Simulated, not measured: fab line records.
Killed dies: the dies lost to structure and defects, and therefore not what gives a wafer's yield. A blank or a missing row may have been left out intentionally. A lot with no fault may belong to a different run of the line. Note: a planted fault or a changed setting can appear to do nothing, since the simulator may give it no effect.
fab line records	flow sky130
record: lots: 12	wafers: 33	last-day: 50
route steps=708 shown LDD_LDN@302 SPACER@305 SD_P@322 LI_CONTACT@364 PAD_OPEN@708
lots that met no fault: taken from a fault-free run of the same line
start-h: start of the lot's first displayed wafer, in hours after the record's first day	wait-h: how many hours have passed since the lot's step before this one	" repeats the value in the row above	L1.1+2: a single row standing in for several wafers	- no value, or no start given	* or withheld: withheld	< > ~ a bound
route shown NAME@n: names a module that has steps shown in the file, with the first one's number in the route	usual: mean and standard deviation over wafers with no fault	same: alike in all rows	chamber/n: place in a boat	sites: per-site readings	_std_site: the standard deviation of these	_edge_site: outer sites' mean less inner sites'	radius-mm: how far each site lies from the wafer's centre	mask NAME#n: copy n	behind: the tool/chamber that last shaped the wafer	hold: cause of the lot's hold/its duration in hours/its outcome	device: which transistor (n, p or np) failed to switch	end of line: at the end of the route, the tests of the same wafers	step lacking rows: just its recipe	killed: dies lost to structure and defects at the first sort, not the wafer's yield	map: a wafer's dies, marking killed ones x, the rest . and places with no die _
set.NAME: the setting the step ran with; set.NAME@STEP: the setting that earlier step ran with	model.NAME: the simulator's own value behind a step, which no gauge read
route steps across a sampled set of lots; one table per step, one row per wafer
services: from which hour (start-h, from the record's first day; less than 0 if before it) a tool's chamber was out of use, for how many hours, and why
== steps ==
step: SKY_LDD_LDN_TW_MEAS_13
usual: LDD_LDN_TW: 1481/12
lot.wafer	tool	chamber	start-h	wait-h	LDD_LDN_TW
L558.2	film-metro-02	-	538.25	0.1	1461
L558.4	"	-	"	"	1464
L558.5	"	-	"	"	1464
L559.4	film-metro-03	-	542.39	0.1	1486
L559.5	"	-	"	"	1490
L559.6	"	-	"	"	1492
L561.2	film-metro-03	-	554.37	0.1	1485
L561.4	"	-	"	"	1487
L561.6	"	-	"	"	1490
L564.2	film-metro-03	-	590.92	0.1	1493
L564.3	"	-	"	"	1476
L564.4	"	-	"	"	1491
L565.2	film-metro-01	-	591.82	0.1	1469
L565.3	"	-	"	"	1481
L565.4	"	-	"	"	1480
L567.1	film-metro-01	-	623.72	0.1	1479
L567.3	"	-	"	"	1483
L567.5	"	-	"	"	1486
L569.1	film-metro-03	-	643.62	0.1	1488
L569.3	"	-	"	"	1490
L569.5	"	-	"	"	1494
L572.2	film-metro-02	-	659.47	0.1	1475
L572.3	"	-	"	"	1482
L572.4	"	-	"	"	1481
L573.1	film-metro-02	-	667.94	0.1	1477
L573.5	"	-	"	"	1481
L574.3	film-metro-02	-	669.48	0.1	1479
L574.4	"	-	"	"	1480
L575.3	film-metro-02	-	681.31	0.1	1458
L575.4	"	-	"	"	1456
L578.3	film-metro-03	-	701.31	0.1	1486
L578.4	"	-	"	"	1499
L578.5	"	-	"	"	1482
step: SKY_SPACER_THK_MEAS_01
recipe: reads: Si3N4_of_SPACER_CVD_00
usual: SPACER_CVD_00_THK: 43.1/0.45
lot.wafer	tool	chamber	start-h	wait-h	SPACER_CVD_00_THK[nm]
L558.2	film-metro-04	-	539.56	0.0	43.3
L558.4	"	-	"	"	43.9
L558.5	"	-	"	"	43.7
L559.4	film-metro-04	-	543.71	0.0	44.0
L559.5	"	-	"	"	43.7
L559.6	"	-	"	"	43.6
L561.2	film-metro-01	-	555.69	0.0	43.4
L561.4	"	-	"	"	43.2
L561.6	"	-	"	"	43.7
L564.2	film-metro-03	-	592.24	0.0	43.6
L564.3	"	-	"	"	43.3
L564.4	"	-	"	"	43.3
L565.2	film-metro-03	-	593.44	0.0	42.8
L565.3	"	-	"	"	42.5
L565.4	"	-	"	"	42.9
L567.1	film-metro-01	-	625.04	0.0	42.6
L567.3	"	-	"	"	42.4
L567.5	"	-	"	"	42.0
L569.1	film-metro-04	-	645.51	0.0	42.5
L569.3	"	-	"	"	42.9
L569.5	"	-	"	"	42.7
L572.2	film-metro-03	-	661.02	0.0	42.6
L572.3	"	-	"	"	42.9
L572.4	"	-	"	"	42.5
L573.1	film-metro-03	-	669.91	0.0	43.0
L573.5	"	-	"	"	43.7
L574.3	film-metro-03	-	673.31	0.0	43.4
L574.4	"	-	"	"	43.0
L575.3	film-metro-03	-	682.75	0.0	43.6
L575.4	"	-	"	"	43.5
L578.3	film-metro-01	-	705.79	0.0	42.7
L578.4	"	-	"	"	42.4
L578.5	"	-	"	"	42.2
step: SKY_SD_P_COAT_02
recipe: resist: NOVOLAK	spin-rpm: 3000	resist-thk-nm: 1140
usual: dispense-pressure-kPa: 49/3.8
lot.wafer	tool	chamber	start-h	wait-h	dispense-pressure-kPa
L558.2	litho-track-03	0	584.71	0.1	53
L558.4	"	0	"	"	53
L558.5	"	0	"	"	53
L559.4	litho-track-02	0	589.54	0.1	45
L559.5	"	0	"	"	45
L559.6	"	0	"	"	45
L561.2	litho-track-02	0	600.04	0.1	45
L561.4	"	0	"	"	45
L561.6	"	0	"	"	45
L564.2	litho-track-03	0	635.61	0.1	53
L564.3	"	0	"	"	53
L564.4	"	0	"	"	53
L565.2	litho-track-03	0	636.56	0.1	53
L565.3	"	0	"	"	53
L565.4	"	0	"	"	53
L567.1	litho-track-02	0	667.51	0.1	45
L567.3	"	0	"	"	45
L567.5	"	0	"	"	45
L569.1	litho-track-03	0	687.59	0.1	53
L569.3	"	0	"	"	53
L569.5	"	0	"	"	53
L572.2	litho-track-02	0	703.64	0.1	45
L572.3	"	0	"	"	45
L572.4	"	0	"	"	45
L573.1	litho-track-02	0	711.51	0.1	45
L573.5	"	0	"	"	45
L574.3	litho-track-02	0	714.31	0.1	45
L574.4	"	0	"	"	45
L575.3	litho-track-02	0	724.01	0.1	45
L575.4	"	0	"	"	45
L578.3	litho-track-04	0	746.13	0.1	51
L578.4	"	0	"	"	51
L578.5	"	0	"	"	51
step: SKY_SD_P_CD_MEAS_07
recipe: target-cd-nm: 380
usual: cd-nm: 381.4/2.9
lot.wafer	tool	chamber	start-h	wait-h	cd-nm
L558.2	cd-sem-02	-	599.76	0.1	381.4
L558.4	"	-	"	"	380.4
L558.5	"	-	"	"	378.9
L559.4	cd-sem-01	-	604.77	0.1	385.6
L559.5	"	-	"	"	385.0
L559.6	"	-	"	"	385.7
L561.2	cd-sem-02	-	615.06	0.1	387.5
L561.4	"	-	"	"	386.3
L561.6	"	-	"	"	386.4
L564.2	cd-sem-01	-	649.81	0.1	381.3
L564.3	"	-	"	"	378.8
L564.4	"	-	"	"	381.3
L565.2	cd-sem-01	-	650.71	0.1	378.8
L565.3	"	-	"	"	379.5
L565.4	"	-	"	"	380.2
L567.1	cd-sem-01	-	681.94	0.1	381.1
L567.3	"	-	"	"	382.5
L567.5	"	-	"	"	379.5
L569.1	cd-sem-02	-	701.88	0.1	383.6
L569.3	"	-	"	"	385.8
L569.5	"	-	"	"	383.1
L572.2	cd-sem-01	-	716.95	0.1	382.4
L572.3	"	-	"	"	380.2
L572.4	"	-	"	"	383.0
L573.1	cd-sem-01	-	724.91	0.1	425.5
L573.5	"	-	"	"	379.6
L574.3	cd-sem-02	-	728.03	0.1	377.4
L574.4	"	-	"	"	425.0
L575.3	cd-sem-01	-	737.60	0.2	382.4
L575.4	"	-	"	"	432.1
L578.3	cd-sem-01	-	760.12	0.1	384.3
L578.4	"	-	"	"	385.3
L578.5	"	-	"	"	383.8
step: SKY_SD_P_STRIP_10
recipe: chemistry: O2/N2	power-w: 1400	pressure-mtorr: 1500	platen-temp-c: withheld	o2-flow-sccm: 3000	n2-flow-sccm: 300	overash-fraction: 0.5
usual: drypump-motor-current-A: 5.7/0.3	oes-product-au: 0.617/0.0048	strip-time-to-endpoint-s: 17.49/0.042
lot.wafer	tool	chamber	start-h	wait-h	drypump-motor-current-A	oes-product-au	rf-hours-counter-h	strip-time-to-endpoint-s
L558.2	plasma-asher-02	1	600.04	0.1	5.4	0.612	90	17.41
L558.4	"	1	"	"	5.4	0.617	-	17.42
L558.5	"	0	"	"	6.1	0.617	-	17.45
L559.4	plasma-asher-02	0	605.05	0.1	6.1	0.616	-	17.49
L559.5	"	1	"	"	5.3	0.626	-	17.53
L559.6	"	0	"	"	6.1	0.619	-	17.50
L561.2	plasma-asher-01	0	615.34	0.1	5.3	0.610	19	17.43
L561.4	"	0	"	"	5.3	0.623	-	17.45
L561.6	"	1	"	"	5.8	0.609	-	17.46
L564.2	plasma-asher-01	0	650.09	0.1	5.3	0.618	22	17.53
L564.3	"	0	"	"	5.4	0.623	-	17.50
L564.4	"	1	"	"	5.8	0.615	-	17.53
L565.2	plasma-asher-02	0	650.99	0.1	6.0	0.623	94	17.40
L565.3	"	1	"	"	5.4	0.616	-	17.37
L565.4	"	0	"	"	6.0	0.621	-	17.43
L567.1	plasma-asher-02	0	682.24	0.1	6.1	0.619	97	17.52
L567.3	"	1	"	"	5.3	0.625	-	17.60
L567.5	"	1	"	"	5.3	0.612	-	17.55
L569.1	plasma-asher-01	1	702.18	0.1	5.8	0.618	27	17.49
L569.3	"	0	"	"	5.3	0.622	-	17.47
L569.5	"	1	"	"	5.8	0.621	-	17.48
L572.2	plasma-asher-02	1	717.23	0.1	5.4	0.614	100	17.47
L572.3	"	1	"	"	5.3	0.615	-	17.52
L572.4	"	0	"	"	6.1	0.621	-	17.47
L573.1	plasma-asher-01	0	725.22	0.1	5.3	0.579	30	12.88
L573.5	"	1	"	"	5.9	0.616	-	17.49
L574.3	plasma-asher-02	0	728.33	0.1	6.0	0.619	-	17.49
L574.4	"	1	"	"	5.4	0.579	-	12.89
L575.3	plasma-asher-01	1	737.90	0.1	5.8	0.627	-	17.53
L575.4	"	0	"	"	5.3	0.577	-	12.84
L578.3	plasma-asher-04	1	760.42	0.1	5.8	0.622	-	17.44
L578.4	"	0	"	"	5.7	0.627	-	17.50
L578.5	"	0	"	"	5.7	0.614	-	17.51
step: SKY_LI_CONTACT_CMP_02
recipe: material: PSG	down-force-psi: 4	platen-rpm: 60	pad-velocity-m-s: 0.94248
usual: motor-current-A: 11.5/1	slurry-flow-ml-min: 149.9/0.48	time-to-endpoint-s: 32/3.1
lot.wafer	tool	chamber	start-h	wait-h	motor-current-A	slurry-flow-ml-min	time-to-endpoint-s
L558.4	cmp-01	1	658.88	0.1	10.6	150.2	30
L558.2	"	2	"	"	10.1	149.3	31
L558.5	"	0	"	"	13.2	149.8	32
L559.4	cmp-01	2	663.73	0.2	10.3	150.1	34
L559.5	"	3	"	"	12.9	150.3	35
L559.6	"	0	"	"	12.5	149.2	36
L561.2	cmp-02	3	673.47	0.1	10.8	149.4	33
L561.4	"	0	"	"	10.4	149.7	35
L561.6	"	3	"	"	11.2	150.0	34
L564.3	cmp-01	2	708.96	0.1	10.8	149.8	37
L564.2	"	3	"	"	14.1	149.7	35
L564.4	"	0	"	"	13.2	148.9	37
L565.4	cmp-02	1	709.21	0.0	11.0	150.0	32
L565.3	"	3	"	"	10.3	149.5	32
L565.2	"	0	"	"	11.4	150.5	32
L567.3	cmp-02	3	738.38	0.1	11.2	151.1	28
L567.1	"	0	"	"	10.5	149.1	30
L567.5	"	2	"	"	12.0	149.8	33
L569.1	cmp-02	3	757.47	0.1	10.5	149.9	28
L569.3	"	0	"	"	10.9	149.8	32
L569.5	"	3	"	"	10.2	150.3	26
L572.4	cmp-02	2	773.03	0.0	12.5	150.3	31
L572.3	"	3	"	"	10.3	150.5	28
L572.2	"	0	"	"	11.5	149.4	29
L573.1	cmp-01	0	780.69	0.2	13.3	150.2	34
L573.5	"	1	"	"	10.7	149.3	30
L574.3	cmp-02	2	784.54	0.1	11.9	150.8	29
L574.4	"	3	"	"	11.3	149.7	27
L575.3	cmp-02	3	791.87	0.1	10.7	150.3	30
L575.4	"	0	"	"	10.8	149.7	30
L578.3	cmp-02	0	815.36	0.1	10.8	149.1	33
L578.4	"	1	"	"	10.9	149.8	31
L578.5	"	3	"	"	10.9	150.0	28
step: SKY_PAD_OPEN_PROBE_99
usual: killed_at_M0_to_M3: 44/6.9	killed_at_M4_up: 3.3/2.1	killed-at-contacts: 24/4.8	killed-at-front-end: 15/4.4	killed-at-other: 0.2/0.48	killed-dies: 87/9.5	killed-on-rim: 17/4	killed-open: 48/6.5	killed-short: 39/6.3
same: gross-dies: 492	killed-at-back-side: 0
lot.wafer	tool	chamber	start-h	wait-h	killed_at_M0_to_M3	killed_at_M4_up	killed-at-contacts	killed-at-front-end	killed-at-other	killed-dies	killed-on-rim	killed-open	killed-short
L558.2	prober-02	-	1086.08	0.1	48	4	21	8	0	81	17	46	35
L558.4	prober-02	-	1086.18	0.2	44	3	23	11	0	81	10	44	37
L558.5	prober-02	-	1086.23	0.2	42	2	26	15	0	85	12	53	32
L567.1	prober-02	-	1141.04	0.1	36	3	33	16	1	89	20	42	47
L567.3	prober-02	-	1141.14	0.2	47	2	22	20	0	91	17	50	41
L567.5	prober-02	-	1141.24	0.2	50	1	21	19	0	91	22	51	39
L572.2	prober-01	-	1165.71	0.1	51	5	31	21	0	108	20	55	53
L572.3	prober-01	-	1165.76	0.2	49	2	23	12	0	86	26	45	41
L572.4	prober-01	-	1165.81	0.2	48	2	23	18	0	91	15	52	39
L573.1	prober-02	-	1168.12	0.1	45	4	23	9	0	81	22	41	39
L573.5	prober-02	-	1168.32	0.2	43	5	24	11	0	83	14	49	33
L574.3	prober-01	-	1170.40	0.2	47	4	28	21	0	100	26	59	36
L574.4	prober-01	-	1170.45	0.2	42	3	25	23	0	93	21	52	41
L575.3	prober-02	-	1176.62	0.2	34	5	27	17	0	83	18	44	39
L575.4	prober-02	-	1176.67	0.2	39	7	20	17	1	84	19	53	30
L578.3	prober-01	-	1189.16	0.2	54	5	18	9	0	86	21	48	37
L578.4	prober-01	-	1189.21	0.2	40	6	35	10	1	92	17	44	47
L578.5	prober-01	-	1189.26	0.2	41	1	21	20	2	85	19	46	39
killed by level:class
L558.2 VIA1:geometric-particle:open=17 METAL1:geometric-particle:short=9 CONTACT:geometric-particle:open=7 VIA1:geometric-particle:short=6 VIA2:geometric-particle:open=6 FIELD_ISO:geometric-particle:open=4 LI_CONTACT:geometric-particle:open=4 CONTACT:geometric-particle:short=4
L558.4 VIA1:geometric-particle:open=13 CONTACT:geometric-particle:open=12 VIA1:geometric-particle:short=7 METAL2:geometric-particle:short=5 VIA3:geometric-particle:open=5 LI_CONTACT:geometric-particle:open=4 VIA2:geometric-particle:open=4 METAL3:geometric-particle:short=4
L558.5 CONTACT:geometric-particle:open=12 VIA1:geometric-particle:open=11 LI_CONTACT:geometric-particle:open=7 VIA3:geometric-particle:open=7 VIA2:geometric-particle:open=6 POLY_GATE:geometric-particle:open=4 LI_CONTACT:geometric-particle:short=4 METAL2:geometric-particle:short=4
L567.1 CONTACT:geometric-particle:open=14 LOCAL_INTERCONNECT:geometric-particle:short=7 VIA1:geometric-particle:short=7 VIA2:geometric-particle:open=6 METAL1:geometric-particle:short=6 LI_CONTACT:geometric-particle:open=5 CONTACT:geometric-particle:short=5 FIELD_ISO:geometric-particle:open=4
L567.3 VIA3:geometric-particle:open=9 VIA1:geometric-particle:open=9 VIA1:geometric-particle:short=8 LOCAL_INTERCONNECT:geometric-particle:short=7 CONTACT:geometric-particle:open=7 POLY_GATE:geometric-particle:open=6 FIELD_ISO:geometric-particle:short=5 FIELD_ISO:geometric-particle:open=4
L567.5 VIA1:geometric-particle:open=13 VIA2:geometric-particle:open=8 FIELD_ISO:geometric-particle:open=6 LI_CONTACT:geometric-particle:open=6 VIA2:geometric-particle:short=6 VIA3:geometric-particle:open=6 FIELD_ISO:geometric-particle:short=5 METAL1:geometric-particle:short=5
L572.2 CONTACT:geometric-particle:open=14 VIA1:geometric-particle:open=11 FIELD_ISO:geometric-particle:short=8 METAL2:geometric-particle:short=7 VIA1:geometric-particle:short=7 VIA3:geometric-particle:open=7 LI_CONTACT:geometric-particle:open=6 FIELD_ISO:geometric-particle:open=5
L572.3 CONTACT:geometric-particle:open=13 VIA1:geometric-particle:open=12 VIA1:geometric-particle:short=10 VIA2:geometric-particle:open=8 METAL1:geometric-particle:short=7 FIELD_ISO:geometric-particle:open=4 LI_CONTACT:geometric-particle:open=4 CONTACT:geometric-particle:short=4
L572.4 CONTACT:geometric-particle:open=11 VIA1:geometric-particle:open=9 FIELD_ISO:geometric-particle:short=8 VIA2:geometric-particle:open=8 VIA3:geometric-particle:open=8 METAL2:geometric-particle:short=7 FIELD_ISO:geometric-particle:open=6 VIA1:geometric-particle:short=6
L573.1 CONTACT:geometric-particle:open=9 VIA3:geometric-particle:open=8 VIA1:geometric-particle:open=8 FIELD_ISO:geometric-particle:short=5 LI_CONTACT:geometric-particle:open=5 METAL1:geometric-particle:short=5 METAL3:geometric-particle:short=5 METAL4:geometric-particle:short=4
L573.5 CONTACT:geometric-particle:open=8 METAL1:geometric-particle:short=8 LI_CONTACT:geometric-particle:open=7 VIA2:geometric-particle:open=7 VIA3:geometric-particle:open=7 VIA1:geometric-particle:open=6 CONTACT:geometric-particle:short=4 METAL2:geometric-particle:short=4
L574.3 VIA1:geometric-particle:short=9 LI_CONTACT:geometric-particle:open=9 VIA3:geometric-particle:open=9 VIA1:geometric-particle:open=8 CONTACT:geometric-particle:open=8 FIELD_ISO:geometric-particle:open=7 VIA2:geometric-particle:open=6 POLY_GATE:geometric-particle:open=6
L574.4 VIA2:geometric-particle:open=10 CONTACT:geometric-particle:open=9 FIELD_ISO:geometric-particle:open=8 FIELD_ISO:geometric-particle:short=8 LI_CONTACT:geometric-particle:open=7 VIA1:geometric-particle:open=7 CONTACT:geometric-particle:short=5 VIA1:geometric-particle:short=5
L575.3 CONTACT:geometric-particle:open=10 CONTACT:geometric-particle:short=9 VIA2:geometric-particle:open=7 METAL2:geometric-particle:short=6 FIELD_ISO:geometric-particle:open=5 VIA1:geometric-particle:open=5 METAL1:geometric-particle:short=5 POLY_GATE:geometric-particle:short=4
L575.4 VIA1:geometric-particle:open=11 CONTACT:geometric-particle:open=7 POLY_GATE:geometric-particle:open=6 VIA2:geometric-particle:open=6 FIELD_ISO:geometric-particle:open=5 LOCAL_INTERCONNECT:geometric-particle:short=5 VIA3:geometric-particle:open=5 LI_CONTACT:geometric-particle:open=4
L578.3 VIA1:geometric-particle:open=12 VIA3:geometric-particle:open=10 CONTACT:geometric-particle:open=8 VIA1:geometric-particle:short=6 METAL3:geometric-particle:short=6 VIA3:geometric-particle:short=6 POLY_GATE:geometric-particle:open=5 VIA2:geometric-particle:open=4
L578.4 LI_CONTACT:geometric-particle:open=11 CONTACT:geometric-particle:open=10 CONTACT:geometric-particle:short=9 METAL1:geometric-particle:short=8 VIA2:geometric-particle:open=5 METAL4:geometric-particle:short=5 VIA1:geometric-particle:open=4 METAL2:geometric-particle:short=4
L578.5 VIA1:geometric-particle:open=10 CONTACT:geometric-particle:open=8 POLY_GATE:geometric-particle:short=6 POLY_GATE:geometric-particle:open=5 LOCAL_INTERCONNECT:geometric-particle:short=5 VIA2:geometric-particle:open=5 VIA3:geometric-particle:short=5 VIA3:geometric-particle:open=5
== services ==
tool	chamber	start-h	hours	kind
cmp-02	-	572.00	4.0	pm
cmp-02	-	576.00	-	consumable-replace:conditioner
cmp-02	-	576.00	-	consumable-replace:pad
cmp-01	-	590.87	2.2	repair
plasma-asher-04	-	635.27	1.8	repair
cmp-02	-	636.46	4.9	pm
cmp-01	-	661.42	1.8	repair
cmp-01	-	674.99	3.4	repair
cmp-01	-	679.41	2.8	repair
plasma-asher-02	-	684.16	7.0	repair
plasma-asher-02	-	698.03	1.7	repair
cmp-02	-	712.37	1.1	repair
plasma-asher-01	-	719.50	1.9	repair
cmp-01	-	719.73	0.6	repair
plasma-asher-02	-	733.75	9.0	pm
plasma-asher-02	0	733.75	9.0	vent-cycle
plasma-asher-02	1	733.75	9.0	vent-cycle
plasma-asher-01	-	742.75	2.8	pm
plasma-asher-02	0	742.75	-	clean
plasma-asher-02	1	742.75	-	clean
cmp-01	-	744.83	4.0	pm
plasma-asher-01	-	746.89	2.0	repair
plasma-asher-01	-	762.29	11.0	pm
cmp-01	-	814.98	0.9	repair
== key ==
first-sign: step: SKY_SD_P_CD_MEAS_07	reading: cd-nm	direction: up	sigmas: 16	usual: 381.4	struck: 427.5
effect: step: SKY_SD_P_STRIP_10	reading: strip-time-to-endpoint-s	direction: down	sigmas: 99+	usual: *	struck: *
met-at SKY_SD_P_COAT_02
struck-lots L573,L574,L575
struck-wafers L573.1,L574.4,L575.4
tester-left-out L573,L574,L575
not-acting-at SKY_LDD_LDN_TW_MEAS_13,SKY_SPACER_THK_MEAS_01,SKY_LI_CONTACT_CMP_02
onset-between 703.64 711.51
fault: kind: process-parameter-drift	tool: litho-track-02	chamber: -	onset-h: 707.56	steps: SKY_SD_P_COAT_02	channel: resist-thk-nm	offset: -407.02	shape: step	end-h: 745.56	scope: struck-wafers-only	acts-in: these-recipes-only	stated: 1140
tester-left-out: of these lots the tester's yield and bins aren't shown, on N5 and GAA mostly nor the transistor test; their killed dies are dies lost to structure and defects alone, not to doping, threshold or leakage, so they don't give the yield
